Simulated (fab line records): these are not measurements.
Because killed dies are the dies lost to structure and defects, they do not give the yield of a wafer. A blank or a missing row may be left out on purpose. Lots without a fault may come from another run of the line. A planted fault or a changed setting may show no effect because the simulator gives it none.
fab line records -- flow sky130
record: lots: 13, wafers: 39, last_day: 50
route steps=708 shown SONOS_ONO@183 POLY_GATE@223 PAD_OPEN@708
lots that met no fault: from a run of the same line without faults
start_h: start of the lot's first displayed wafer, in hours after the record's first day -- wait_h: hours elapsed since this lot's preceding step -- " same as the row above -- L1.1+2: a row that stands for several wafers -- - no value, or no start given -- * or withheld: withheld -- < > ~ a bound
route shown NAME@n: NAME is a module with steps in the file, n the number in the route of the first one -- usual: mean/standard deviation of fault-free wafers -- same: alike in all rows -- chamber/n: place in a boat -- sites: each site's reading -- _std_site: the standard deviation of these -- _edge_site: inner sites' mean taken away from outer sites' mean -- radius_mm: how far each site lies from the wafer's centre -- mask NAME#n: copy n -- behind: the tool/chamber that last shaped the wafer -- hold: what put the lot on hold/how long, in hours/how the hold closed -- device: the n, p or np transistor that did not switch -- end of line: the same wafers' tests at the end of the route -- a step without rows: its recipe alone -- killed: the dies lost at the first sort to structure and to defects; this is not the yield of the wafer -- map: per-die view of a wafer (x killed, . not killed, _ where there is no die)
set.NAME: the setting that was run; set.NAME@STEP: the one run at that earlier step -- model.NAME: the simulator's own value behind a step, which no gauge read
steps of the route over a sample of lots; a table a step, a row a wafer
services: when a tool's chamber went out of use (start_h, in hours from the record's first day, below 0 if earlier), for how many hours, and the reason
== steps ==
step: SKY_SONOS_ONO_ETCH_15
recipe: target_depth_nm: 19.52, chemistry: CHF3/O2, source_w: 600, bias_w: 200, pressure_mtorr: 40, chf3_flow_sccm: 50, O2_flow_sccm: 5, time_s: 7.8
usual: O2_flow_sccm: 4.999/0.016, chamber_pressure_mTorr: 40.00/0.037, drypump_motor_current_A: 5.3/0.34, oes_product_au: 1.000/0.011, throttle_valve_pct: 8.825/0.01
lot.wafer,tool,chamber,start_h,wait_h,O2_flow_sccm,chamber_pressure_mTorr,drypump_motor_current_A,oes_product_au,rf_hours_counter_h,throttle_valve_pct
L696.1,rie_diel-01,0,290.93,0.0,4.996,39.98,5.8,1.015,84,8.829
L696.4,rie_diel-01,3,290.93,0.0,5.008,39.96,5.9,1.005,18,8.808
L696.5,rie_diel-01,3,290.93,0.0,5.006,39.99,5.9,1.000,-,8.831
L697.2,rie_diel-03,1,291.49,0.0,5.022,40.04,5.5,0.994,117,8.822
L697.3,rie_diel-03,3,291.49,0.0,4.980,40.05,5.1,1.001,70,8.820
L697.6,rie_diel-03,2,291.49,0.0,5.008,39.97,5.2,0.996,-,8.828
L704.1,rie_diel-03,1,348.44,0.0,5.005,39.97,5.5,0.989,118,8.807
L704.2,rie_diel-03,3,348.44,0.0,5.000,40.04,5.2,0.997,71,8.832
L704.6,rie_diel-03,1,348.44,0.0,5.010,40.05,5.5,0.993,-,8.821
L706.1,rie_diel-03,3,364.29,0.0,4.990,39.98,5.2,1.009,71,8.811
L706.4,rie_diel-03,2,364.29,0.0,5.021,39.98,5.2,1.007,-,8.809
L706.6,rie_diel-03,0,364.29,0.0,5.024,40.01,5.2,1.013,-,8.831
L708.1,rie_diel-02,2,387.49,0.0,4.997,40.02,5.9,1.017,5,8.831
L708.2,rie_diel-02,0,387.49,0.0,4.981,40.01,4.7,0.985,2,8.822
L708.5,rie_diel-02,2,387.49,0.0,5.003,40.00,5.9,1.020,-,8.847
L710.2,rie_diel-02,0,409.74,0.0,5.008,40.00,4.7,0.991,2,8.825
L710.4,rie_diel-02,2,409.74,0.0,5.012,40.01,5.9,1.036,5,8.842
L710.6,rie_diel-02,2,409.74,0.0,5.004,40.05,5.9,1.034,-,8.829
L711.1,rie_diel-01,0,409.99,0.0,4.998,39.98,5.8,0.992,86,8.814
L711.2,rie_diel-01,1,409.99,0.0,4.971,40.05,5.5,0.999,96,8.811
L711.5,rie_diel-01,3,409.99,0.0,5.035,40.08,5.9,1.006,-,8.838
L713.1,rie_diel-02,0,429.92,0.0,5.023,40.06,4.7,1.001,3,8.809
L713.3,rie_diel-02,3,429.92,0.0,4.996,39.97,4.7,1.016,5,8.828
L713.6,rie_diel-02,0,429.92,0.0,5.023,40.01,4.7,0.994,-,8.826
L714.1,rie_diel-03,0,440.89,0.0,4.969,40.03,5.2,0.993,3,8.826
L714.3,rie_diel-03,3,440.89,0.0,4.987,39.98,5.1,0.987,73,8.819
L714.4,rie_diel-03,2,440.89,0.0,5.025,40.00,5.2,0.999,63,8.835
L715.3,rie_diel-02,1,441.62,0.0,4.998,39.99,5.3,0.974,9,8.816
L715.4,rie_diel-02,2,441.62,0.0,4.983,40.01,5.9,1.023,6,8.832
L715.6,rie_diel-02,1,441.62,0.0,5.039,39.95,5.3,0.984,-,8.811
L716.4,rie_diel-03,2,452.54,0.0,4.961,39.97,5.2,0.992,63,8.814
L716.5,rie_diel-03,1,452.54,0.0,4.982,40.00,5.5,0.993,-,8.822
L716.6,rie_diel-03,2,452.54,0.0,4.985,39.93,5.2,0.998,-,8.829
L717.1,rie_diel-03,3,457.77,0.0,5.013,40.01,5.2,0.991,73,8.829
L717.2,rie_diel-03,1,457.77,0.0,4.991,40.03,5.5,0.986,2,8.815
L717.3,rie_diel-03,0,457.77,0.0,4.966,40.02,5.2,1.007,3,8.808
L718.3,rie_diel-03,2,466.47,0.0,4.994,39.99,5.2,1.002,63,8.829
L718.5,rie_diel-03,2,466.47,0.0,4.981,40.02,5.2,0.991,-,8.819
L718.6,rie_diel-03,3,466.47,0.0,5.011,40.00,5.1,0.988,-,8.830
step: SKY_POLY_GATE_SOFTBAKE_09
recipe: temp_c: 100, time_s: 90, resist: KrF-thick
usual: heater_power_total_W: 57.36/0.11, plate_temp_C: 99.97/0.11, resist_line_temp_C: 23.00/0.11
lot.wafer,tool,chamber,start_h,wait_h,heater_power_total_W,plate_temp_C,resist_line_temp_C
L696.1,litho_track-02,0,369,-,57.43,99.89,23.02
L696.4,litho_track-02,0,370,-,57.48,99.97,23.02
L696.5,litho_track-02,0,370,-,57.28,100.00,22.95
L697.2,litho_track-01,0,370,-,57.20,100.07,23.28
L697.3,litho_track-01,0,370,-,57.53,100.10,23.03
L697.6,litho_track-01,0,370,-,57.12,100.10,23.05
L704.1,litho_track-01,0,434,-,53.39,94.83,22.88
L704.2,litho_track-01,0,434,-,53.30,94.99,22.97
L704.6,litho_track-01,0,434,-,53.33,94.88,22.92
L706.1,litho_track-01,0,449,-,53.31,94.72,23.18
L706.4,litho_track-01,0,449,-,53.24,94.91,23.13
L706.6,litho_track-01,0,449,-,53.25,94.71,23.24
L708.1,litho_track-02,0,478,-,57.20,100.12,23.06
L708.2,litho_track-02,0,478,-,57.41,99.90,23.04
L708.5,litho_track-02,0,478,-,57.40,100.01,23.13
L711.1,litho_track-02,0,498,-,57.35,99.93,23.00
L711.2,litho_track-02,0,498,-,57.47,99.76,22.99
L711.5,litho_track-02,0,498,-,57.24,99.96,22.98
L710.2,litho_track-02,0,500,-,57.50,100.02,22.78
L710.4,litho_track-02,0,500,-,57.57,100.12,22.92
L710.6,litho_track-02,0,500,-,57.27,100.10,23.03
L713.1,litho_track-02,0,534,-,57.15,99.84,22.92
L713.3,litho_track-02,0,534,-,57.49,99.97,23.04
L713.6,litho_track-02,0,534,-,57.54,99.85,23.12
L714.1,litho_track-04,0,535,-,57.48,99.98,22.89
L714.3,litho_track-04,0,535,-,57.46,99.98,23.08
L714.4,litho_track-04,0,535,-,57.30,100.15,23.04
L715.3,litho_track-02,0,536,-,57.45,100.21,23.08
L715.4,litho_track-02,0,536,-,57.36,100.09,22.88
L715.6,litho_track-02,0,536,-,57.52,100.17,23.02
L716.4,litho_track-01,0,536,-,57.44,100.11,23.00
L716.5,litho_track-01,0,536,-,57.35,99.86,22.97
L716.6,litho_track-01,0,536,-,57.29,99.89,22.99
L717.1,litho_track-02,0,543,-,57.33,99.93,22.84
L717.2,litho_track-02,0,543,-,57.22,99.83,22.99
L717.3,litho_track-02,0,543,-,57.35,99.76,23.07
L718.3,litho_track-04,0,548,-,57.57,100.14,22.95
L718.5,litho_track-04,0,548,-,57.51,99.91,22.92
L718.6,litho_track-04,0,548,-,57.29,100.02,22.96
step: SKY_POLY_GATE_CD_MEAS_13
recipe: target_cd_nm: 150
usual: cd_nm: 150.1/1.3
lot.wafer,tool,chamber,start_h,wait_h,cd_nm
L696.1,cd_sem-02,-,384.37,-,150.3
L696.4,cd_sem-02,-,384.37,-,150.4
L696.5,cd_sem-02,-,384.37,-,150.8
L697.2,cd_sem-01,-,384.63,-,152.4
L697.3,cd_sem-01,-,384.63,-,152.5
L697.6,cd_sem-01,-,384.63,-,152.6
L704.1,cd_sem-01,-,450.51,-,151.8
L704.2,cd_sem-01,-,450.51,-,151.8
L704.6,cd_sem-01,-,450.51,-,151.0
L706.1,cd_sem-02,-,464.71,-,151.6
L706.4,cd_sem-02,-,464.71,-,151.3
L706.6,cd_sem-02,-,464.71,-,150.5
L708.1,cd_sem-01,-,493.38,-,151.6
L708.2,cd_sem-01,-,493.38,-,150.9
L708.5,cd_sem-01,-,493.38,-,150.2
L711.1,cd_sem-02,-,513.97,-,148.2
L711.2,cd_sem-02,-,513.97,-,147.6
L711.5,cd_sem-02,-,513.97,-,146.9
L710.2,cd_sem-01,-,515.53,-,150.2
L710.4,cd_sem-01,-,515.53,-,151.3
L710.6,cd_sem-01,-,515.53,-,149.5
L713.1,cd_sem-01,-,549.76,-,150.3
L713.3,cd_sem-01,-,549.76,-,149.0
L713.6,cd_sem-01,-,549.76,-,150.8
L714.1,cd_sem-01,-,552.08,-,150.9
L714.3,cd_sem-01,-,552.08,-,150.2
L714.4,cd_sem-01,-,552.08,-,149.3
L715.3,cd_sem-02,-,552.41,-,150.4
L715.4,cd_sem-02,-,552.41,-,148.9
L715.6,cd_sem-02,-,552.41,-,149.6
L716.4,cd_sem-01,-,552.49,-,151.1
L716.5,cd_sem-01,-,552.49,-,151.1
L716.6,cd_sem-01,-,552.49,-,153.2
L717.1,cd_sem-02,-,558.93,-,151.4
L717.2,cd_sem-02,-,558.93,-,150.9
L717.3,cd_sem-02,-,558.93,-,150.3
L718.3,cd_sem-01,-,563.82,-,149.6
L718.5,cd_sem-01,-,563.82,-,149.9
L718.6,cd_sem-01,-,563.82,-,150.5
step: SKY_POLY_GATE_CD_MEAS_22
usual: cd_nm: 150.2/2.8
lot.wafer,tool,chamber,start_h,wait_h,cd_nm
L696.1,cd_sem-01,-,392.02,0.1,148.7
L696.4,cd_sem-01,-,392.02,0.1,151.1
L696.5,cd_sem-01,-,392.02,0.1,154.3
L697.2,cd_sem-02,-,392.05,0.1,154.5
L697.3,cd_sem-02,-,392.05,0.1,150.9
L697.6,cd_sem-02,-,392.05,0.1,153.6
L704.1,cd_sem-01,-,452.36,0.1,148.4
L704.2,cd_sem-01,-,452.36,0.1,153.1
L704.6,cd_sem-01,-,452.36,0.1,148.0
L706.1,cd_sem-01,-,467.45,0.1,151.1
L706.4,cd_sem-01,-,467.45,0.1,152.1
L706.6,cd_sem-01,-,467.45,0.1,151.1
L708.1,cd_sem-01,-,495.23,0.1,154.9
L708.2,cd_sem-01,-,495.23,0.1,151.8
L708.5,cd_sem-01,-,495.23,0.1,150.8
L711.1,cd_sem-02,-,515.95,0.1,148.6
L711.2,cd_sem-02,-,515.95,0.1,150.6
L711.5,cd_sem-02,-,515.95,0.1,151.1
L710.2,cd_sem-01,-,517.39,0.1,149.1
L710.4,cd_sem-01,-,517.39,0.1,149.4
L710.6,cd_sem-01,-,517.39,0.1,150.1
L713.1,cd_sem-01,-,551.61,0.1,149.2
L713.3,cd_sem-01,-,551.61,0.1,150.8
L713.6,cd_sem-01,-,551.61,0.1,154.3
L714.1,cd_sem-02,-,553.93,0.1,151.6
L714.3,cd_sem-02,-,553.93,0.1,145.5
L714.4,cd_sem-02,-,553.93,0.1,148.3
L715.3,cd_sem-02,-,554.28,0.1,151.4
L715.4,cd_sem-02,-,554.28,0.1,150.2
L715.6,cd_sem-02,-,554.28,0.1,151.9
L716.4,cd_sem-02,-,555.27,0.1,151.3
L716.5,cd_sem-02,-,555.27,0.1,147.2
L716.6,cd_sem-02,-,555.27,0.1,152.7
L717.1,cd_sem-02,-,560.78,0.1,150.6
L717.2,cd_sem-02,-,560.78,0.1,153.6
L717.3,cd_sem-02,-,560.78,0.1,148.5
L718.3,cd_sem-02,-,565.72,0.1,150.5
L718.5,cd_sem-02,-,565.72,0.1,146.5
L718.6,cd_sem-02,-,565.72,0.1,147.0
step: SKY_PAD_OPEN_PROBE_99
usual: killed_at_M0_to_M3: 43/6.8, killed_at_M4_up: 3.3/1.8, killed_at_contacts: 25/5.9, killed_at_front_end: 16/4.2, killed_at_other: 0.3/0.69, killed_dies: 87/8.6, killed_open: 48/6.3, killed_short: 39/5.3
same: gross_dies: 492, killed_at_back_side: 0
lot.wafer,tool,chamber,start_h,wait_h,killed_at_M0_to_M3,killed_at_M4_up,killed_at_contacts,killed_at_front_end,killed_at_other,killed_dies,killed_open,killed_short
L696.1,prober-01,-,1085.68,0.1,49,5,26,14,0,94,55,39
L696.4,prober-01,-,1085.83,0.2,52,1,17,12,0,82,51,31
L696.5,prober-01,-,1085.88,0.2,51,4,22,16,0,93,50,42
L710.2,prober-01,-,1170.59,0.1,40,3,36,8,2,89,54,34
L710.4,prober-01,-,1170.69,0.2,35,3,33,11,0,82,46,36
L710.6,prober-01,-,1170.79,0.2,41,3,30,17,0,91,46,45
L713.3,prober-01,-,1185.25,0.2,29,3,16,18,0,66,33,33
L713.6,prober-01,-,1185.40,0.2,42,1,25,20,0,88,48,40
L714.1,prober-02,-,1188.94,0.1,30,3,27,13,0,73,43,30
L714.3,prober-02,-,1189.04,0.2,39,1,22,15,0,77,40,37
L714.4,prober-02,-,1189.09,0.2,40,7,24,9,1,81,42,39
L715.3,prober-01,-,1190.54,0.2,39,2,24,18,0,83,56,27
L715.4,prober-01,-,1190.59,0.2,33,2,24,19,0,78,44,32
L715.6,prober-01,-,1190.69,0.2,37,4,21,9,0,71,37,34
L717.1,prober-02,-,1191.94,0.1,40,4,25,30,3,102,51,48
L717.2,prober-02,-,1191.99,0.1,50,2,34,16,0,102,53,48
L717.3,prober-02,-,1192.04,0.2,52,2,35,20,0,109,59,50
L716.4,prober-01,-,1192.09,0.2,56,7,14,16,0,93,59,34
L716.5,prober-01,-,1192.14,0.2,45,7,19,11,0,82,42,40
L716.6,prober-01,-,1192.19,0.2,38,1,21,24,0,84,45,39
L718.3,prober-02,-,1194.46,0.2,46,2,28,14,0,90,52,38
L718.5,prober-02,-,1194.56,0.2,41,2,29,16,0,88,53,35
L718.6,prober-02,-,1194.61,0.2,46,1,14,14,1,76,45,31
killed by level:class
L696.1 CONTACT:geometric_particle:open=12 VIA1:geometric_particle:open=11 VIA3:geometric_particle:open=10 POLY_GATE:geometric_particle:short=6 CONTACT:geometric_particle:short=6 METAL2:geometric_particle:short=6 VIA2:geometric_particle:open=6 LI_CONTACT:geometric_particle:open=5
L696.4 VIA2:geometric_particle:open=11 VIA1:geometric_particle:open=10 CONTACT:geometric_particle:open=9 VIA3:geometric_particle:open=9 VIA3:geometric_particle:short=5 VIA1:geometric_particle:short=4 METAL2:geometric_particle:short=4 FIELD_ISO:geometric_particle:short=3
L696.5 VIA1:geometric_particle:open=13 CONTACT:geometric_particle:open=8 VIA3:geometric_particle:open=7 CONTACT:geometric_particle:short=6 FIELD_ISO:geometric_particle:open=5 METAL2:geometric_particle:short=5 VIA2:geometric_particle:open=5 METAL3:geometric_particle:short=5
L710.2 LI_CONTACT:geometric_particle:open=11 CONTACT:geometric_particle:open=11 VIA1:geometric_particle:open=10 VIA2:geometric_particle:open=8 VIA3:geometric_particle:open=6 METAL1:geometric_particle:short=5 CONTACT:geometric_particle:short=5 LI_CONTACT:geometric_particle:short=4
L710.4 VIA1:geometric_particle:open=11 CONTACT:geometric_particle:open=11 LI_CONTACT:geometric_particle:open=9 CONTACT:geometric_particle:short=7 METAL1:geometric_particle:short=5 FIELD_ISO:geometric_particle:short=4 VIA3:geometric_particle:open=4 LI_CONTACT:geometric_particle:short=3
L710.6 CONTACT:geometric_particle:open=14 VIA1:geometric_particle:open=11 CONTACT:geometric_particle:short=5 METAL1:geometric_particle:short=5 VIA1:geometric_particle:short=5 METAL2:geometric_particle:short=5 VIA2:geometric_particle:short=5 FIELD_ISO:geometric_particle:short=4
L713.3 FIELD_ISO:geometric_particle:short=12 VIA1:geometric_particle:open=7 METAL1:geometric_particle:short=6 VIA2:geometric_particle:open=5 LI_CONTACT:geometric_particle:open=5 CONTACT:geometric_particle:open=5 FIELD_ISO:geometric_particle:open=4 METAL2:geometric_particle:short=4
L713.6 VIA1:geometric_particle:open=15 VIA2:geometric_particle:open=8 CONTACT:geometric_particle:short=8 METAL1:geometric_particle:short=8 LOCAL_INTERCONNECT:geometric_particle:short=7 FIELD_ISO:geometric_particle:open=6 POLY_GATE:geometric_particle:short=5 VIA1:geometric_particle:short=5
L714.1 CONTACT:geometric_particle:open=12 CONTACT:geometric_particle:short=7 VIA3:geometric_particle:open=6 VIA1:geometric_particle:open=6 LI_CONTACT:geometric_particle:open=5 FIELD_ISO:geometric_particle:open=4 POLY_GATE:geometric_particle:short=4 METAL1:geometric_particle:short=3
L714.3 VIA1:geometric_particle:open=7 CONTACT:geometric_particle:open=7 METAL1:geometric_particle:short=7 VIA2:geometric_particle:open=7 LOCAL_INTERCONNECT:geometric_particle:short=6 FIELD_ISO:geometric_particle:open=5 FIELD_ISO:geometric_particle:short=4 LI_CONTACT:geometric_particle:open=4
L714.4 VIA3:geometric_particle:open=11 CONTACT:geometric_particle:open=8 CONTACT:geometric_particle:short=7 VIA1:geometric_particle:open=7 METAL4:geometric_particle:short=6 VIA1:geometric_particle:short=4 VIA2:geometric_particle:open=4 FIELD_ISO:geometric_particle:short=3
L715.3 CONTACT:geometric_particle:open=10 VIA2:geometric_particle:open=10 VIA1:geometric_particle:open=9 LI_CONTACT:geometric_particle:open=8 POLY_GATE:geometric_particle:open=6 METAL2:geometric_particle:short=5 POLY_GATE:geometric_particle:short=4 FIELD_ISO:geometric_particle:open=3
L715.4 CONTACT:geometric_particle:open=11 VIA1:geometric_particle:open=7 VIA2:geometric_particle:open=7 FIELD_ISO:geometric_particle:open=6 LI_CONTACT:geometric_particle:open=6 POLY_GATE:geometric_particle:short=5 METAL2:geometric_particle:short=4 VIA2:geometric_particle:short=4
L715.6 CONTACT:geometric_particle:open=7 VIA2:geometric_particle:open=7 LI_CONTACT:geometric_particle:open=6 VIA1:geometric_particle:open=6 VIA1:geometric_particle:short=5 METAL1:geometric_particle:short=4 METAL2:geometric_particle:short=4 VIA2:geometric_particle:short=4
L717.1 CONTACT:geometric_particle:open=12 FIELD_ISO:geometric_particle:short=10 POLY_GATE:geometric_particle:short=8 VIA1:geometric_particle:open=8 VIA3:geometric_particle:open=6 METAL2:geometric_particle:short=5 POLY_GATE:geometric_particle:open=5 LI_CONTACT:geometric_particle:open=5
L717.2 CONTACT:geometric_particle:open=12 LOCAL_INTERCONNECT:geometric_particle:short=9 VIA2:geometric_particle:open=9 VIA3:geometric_particle:open=8 LI_CONTACT:geometric_particle:open=7 METAL2:geometric_particle:short=7 METAL1:geometric_particle:short=6 FIELD_ISO:geometric_particle:open=5
L717.3 VIA1:geometric_particle:open=18 CONTACT:geometric_particle:open=11 LI_CONTACT:geometric_particle:open=9 LOCAL_INTERCONNECT:geometric_particle:short=7 VIA2:geometric_particle:open=7 VIA1:geometric_particle:short=6 FIELD_ISO:geometric_particle:short=5 CONTACT:geometric_particle:short=5
L716.4 VIA1:geometric_particle:open=18 FIELD_ISO:geometric_particle:open=9 VIA2:geometric_particle:open=7 VIA3:geometric_particle:open=7 METAL2:geometric_particle:short=6 METAL4:geometric_particle:short=6 LI_CONTACT:geometric_particle:open=5 CONTACT:geometric_particle:open=5
L716.5 VIA1:geometric_particle:open=9 CONTACT:geometric_particle:open=7 METAL1:geometric_particle:short=6 FIELD_ISO:geometric_particle:open=5 LI_CONTACT:geometric_particle:open=5 VIA3:geometric_particle:open=5 VIA1:geometric_particle:short=5 METAL4:geometric_particle:short=5
L716.6 LI_CONTACT:geometric_particle:open=8 VIA1:geometric_particle:open=8 FIELD_ISO:geometric_particle:open=7 FIELD_ISO:geometric_particle:short=6 VIA1:geometric_particle:short=6 LI_CONTACT:geometric_particle:short=5 CONTACT:geometric_particle:open=5 VIA3:geometric_particle:open=5
L718.3 CONTACT:geometric_particle:open=19 VIA1:geometric_particle:open=10 METAL3:geometric_particle:short=8 VIA2:geometric_particle:open=7 POLY_GATE:geometric_particle:short=5 VIA1:geometric_particle:short=5 VIA3:geometric_particle:open=5 METAL1:geometric_particle:short=4
L718.5 CONTACT:geometric_particle:open=11 VIA1:geometric_particle:open=9 LI_CONTACT:geometric_particle:open=8 VIA2:geometric_particle:open=7 VIA3:geometric_particle:open=7 METAL2:geometric_particle:short=5 CONTACT:geometric_particle:short=5 FIELD_ISO:geometric_particle:short=4
L718.6 VIA1:geometric_particle:open=11 VIA2:geometric_particle:open=8 VIA3:geometric_particle:open=8 POLY_GATE:geometric_particle:open=5 CONTACT:geometric_particle:open=5 VIA1:geometric_particle:short=5 METAL2:geometric_particle:short=4 METAL3:geometric_particle:short=4
== services ==
tool,chamber,start_h,hours,kind
rie_diel-03,0,267.95,-,clean
rie_diel-03,0,267.95,30.0,scheduled_down
rie_diel-03,0,267.95,30.0,vent_cycle
rie_diel-02,0,273.27,-,clean
rie_diel-01,-,310.82,0.5,repair
rie_diel-01,-,349.11,0.2,repair
rie_diel-03,1,351.19,-,clean
rie_diel-03,1,351.19,18.1,scheduled_down
rie_diel-03,1,351.19,18.1,vent_cycle
rie_diel-03,3,375.41,8.8,repair
rie_diel-01,1,375.64,10.5,repair
rie_diel-03,0,404.60,2.7,repair
rie_diel-03,-,411.19,0.4,repair
rie_diel-01,-,413.29,2.8,pm
rie_diel-03,0,420.99,1.6,repair
rie_diel-03,-,426.16,2.8,pm
rie_diel-01,3,462.20,4.2,repair
rie_diel-03,3,491.30,4.1,repair
rie_diel-01,-,512.35,0.7,repair
rie_diel-02,0,517.90,3.3,repair
rie_diel-02,1,518.78,7.3,repair
rie_diel-01,0,524.12,5.2,repair
rie_diel-03,0,525.63,3.9,repair
rie_diel-03,-,530.78,0.1,repair
== key ==
first_sign: step: SKY_POLY_GATE_SOFTBAKE_09, reading: plate_temp_C, direction: down, sigmas: 45, usual: *, struck: *
effect: step: SKY_POLY_GATE_SOFTBAKE_09, reading: heater_power_total_W, direction: down, sigmas: 36, usual: *, struck: *
met_at SKY_POLY_GATE_SOFTBAKE_09
struck_lots L704,L706
tester_left_out L704,L706
not_acting_at SKY_SONOS_ONO_ETCH_15,SKY_POLY_GATE_CD_MEAS_13,SKY_POLY_GATE_CD_MEAS_22
onset_between 370 434
fault: kind: process_parameter_drift, tool: litho_track-01, chamber: -, onset_h: 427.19, steps: SKY_POLY_GATE_SOFTBAKE_09, channel: temp_c, offset: *, shape: step, end_h: 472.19, acts_in: *, stated: *
tester_left_out: of these lots the tester's yield and bins aren't shown, on N5 and GAA mostly nor the transistor test; their killed dies are dies lost to structure and defects alone, not to doping, threshold or leakage, so they don't give the yield
